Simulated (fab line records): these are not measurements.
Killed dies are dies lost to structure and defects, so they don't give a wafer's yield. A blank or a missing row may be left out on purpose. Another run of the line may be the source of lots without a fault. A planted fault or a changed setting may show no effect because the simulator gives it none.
Matching of chambers ; flow gf180mcu ; GF_V5_CMP_04 on cmp-02 has 4 sister chambers
The step polishes SiO2. 18 wafers are shown with their chamber, then 8 later ones without.

== WAFERS WITH THEIR CHAMBER ==
wafer;chamber;motor-current-A (A);edge-zone-pressure-frac
L430.2;1;12.9;1.005
L430.3;3;10.5;0.994
L430.4;2;9.7;1.002
L432.1;3;10.2;0.999
L432.2;2;10.3;0.996
L432.3;1;13.3;0.997
L433.1;2;9.7;0.994
L433.3;1;13.3;0.999
L433.5;2;9.6;1.008
L437.1;0;13.6;1.000
L437.3;3;10.3;0.987
L437.5;2;9.9;1.002
L438.2;3;10.3;0.995
L438.3;2;9.8;1.003
L438.4;0;12.6;0.992
L443.1;2;9.8;0.999
L443.4;3;10.3;0.998
L444.2;0;13.2;0.995

SIGNATURES (means of the wafers above)
reading;chamber 0;chamber 1;chamber 2;chamber 3;scatter within a chamber
motor-current-A;13.133;13.167;9.829;10.320;0.264
edge-zone-pressure-frac;0.99567;1.00033;1.00057;0.99460;0.00454
Rule: distance of a wafer from a chamber = root of the sum over the readings of ((wafer's reading minus chamber's mean) / reading's scatter) squared. The wafer belongs to the nearest chamber; if the next one is less than 2 further off, it can't be placed. The scatter is the square root of a quotient: the sum, over the shown wafers, of each reading's squared deviation from its chamber's mean, divided by wafers minus chambers.

== WAFERS WHOSE CHAMBER IS MISSING ==
wafer;motor-current-A (A);edge-zone-pressure-frac
L444.4;11.3;1.004
L444.6;12.4;1.002
L448.2;13.6;0.995
L448.3;13.2;1.003
L448.6;11.1;0.991
L450.1;9.7;1.000
L450.2;13.3;0.993
L450.3;9.9;1.005

== CHAMBER TAKEN BY EACH ==
wafer;from the rows above;in truth
L444.4;can't be placed: 3 or 2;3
L444.6;can't be placed: 1 or 0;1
L448.2;can't be placed: 0 or 1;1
L448.3;can't be placed: 1 or 0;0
L448.6;3;3
L450.1;2;2
L450.2;can't be placed: 0 or 1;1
L450.3;can't be placed: 2 or 3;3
2 of 8 placed correctly. These rows do not allow placing 6 (true chamber among the candidates in 6). Placed wrongly: 0.
